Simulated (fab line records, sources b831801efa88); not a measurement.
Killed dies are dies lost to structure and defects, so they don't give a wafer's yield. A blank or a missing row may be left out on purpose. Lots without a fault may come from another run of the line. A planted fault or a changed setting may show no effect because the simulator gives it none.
One fault through the eyes of 2 desks | flow gf180mcu | each desk holds nothing but its own numbers, with what lay behind them at the end

## TOOL OWNER'S DESK, implanter-03
The tool's own readings at GF_VT_IMPLANT_IMPLANT_19, given as means over the sampled wafers that have a number, one for each lot that went through this tool. If a lot's mean is further than 4 standard deviations from the usual mean, the lot is out of limits and carries the mark OUT (the distance appears in the brackets).
Columns: A = faradayCurrentUA at GF_VT_IMPLANT_IMPLANT_19, usual 24.5
lot  | first seen here | A
L624 | day 6 11:20     | 24.4
L629 | day 7 19:16     | 24.6
L644 | day 11 19:07    | 24.5
L645 | day 12 03:04    | 25.0
Finding of this desk: none of the 4 lots has anything out of limits.

## FROM THE METROLOGY DESK
What the gauges read, lot by lot, whatever tool the lot ran on: means of the sampled wafers that have a number. If a lot's mean is further than 4 standard deviations from the usual mean, the lot is out of limits and carries the mark OUT (the distance appears in the brackets). Readings shown: 7 of its 11, picked as those furthest out on some lot.
Columns: A = VT_IMPLANT_OVL at GF_VT_IMPLANT_OVL_MEAS_07, usual 0.7 nm; B = VT_IMPLANT_TW at GF_VT_IMPLANT_TW_MEAS_10, usual 566; C = VT_IMPLANT_2_TW at GF_VT_IMPLANT_TW_MEAS_21, usual 1221; D = VT_IMPLANT_3_TW at GF_VT_IMPLANT_TW_MEAS_32, usual 270.3; E = VT_IMPLANT_4_TW at GF_VT_IMPLANT_TW_MEAS_43, usual 695; F = MVSD_RS at GF_VT_IMPLANT_RS_MEAS_46, usual 456.8 ohm/sq; G = LVPWELL_RS at GF_VT_IMPLANT_RS_MEAS_48, usual 1197 ohm/sq
lot  | first seen here | A    | B   | C    | D     | E   | F     | G
L624 | day 5 20:31     | 1.4  | 572 | 1217 | 270.4 | 694 | 456.8 | 1197
L627 | day 6 15:04     | 1.8  | 562 | 1210 | 272.8 | 702 | 460.4 | 1201
L629 | day 7 03:28     | 0.0  | 566 | 1233 | 268.5 | 690 | 457.4 | 1203
L632 | day 7 21:13     | 0.8  | 571 | 1232 | 271.8 | 701 | 456.3 | 1201
L644 | day 11 00:16    | -1.8 | 564 | 1202 | 266.8 | 683 | 457.4 | 1196
L645 | day 11 07:28    | -0.1 | 571 | 1227 | 273.5 | 690 | 454.9 | 1192
Finding of this desk: none of the 6 lots has anything out of limits.

## PUT TOGETHER
The tool owner's desk saw nothing out of limits.
The metrology desk saw nothing out of limits.

## WHAT WAS PUT IN BY THE SIMULATOR
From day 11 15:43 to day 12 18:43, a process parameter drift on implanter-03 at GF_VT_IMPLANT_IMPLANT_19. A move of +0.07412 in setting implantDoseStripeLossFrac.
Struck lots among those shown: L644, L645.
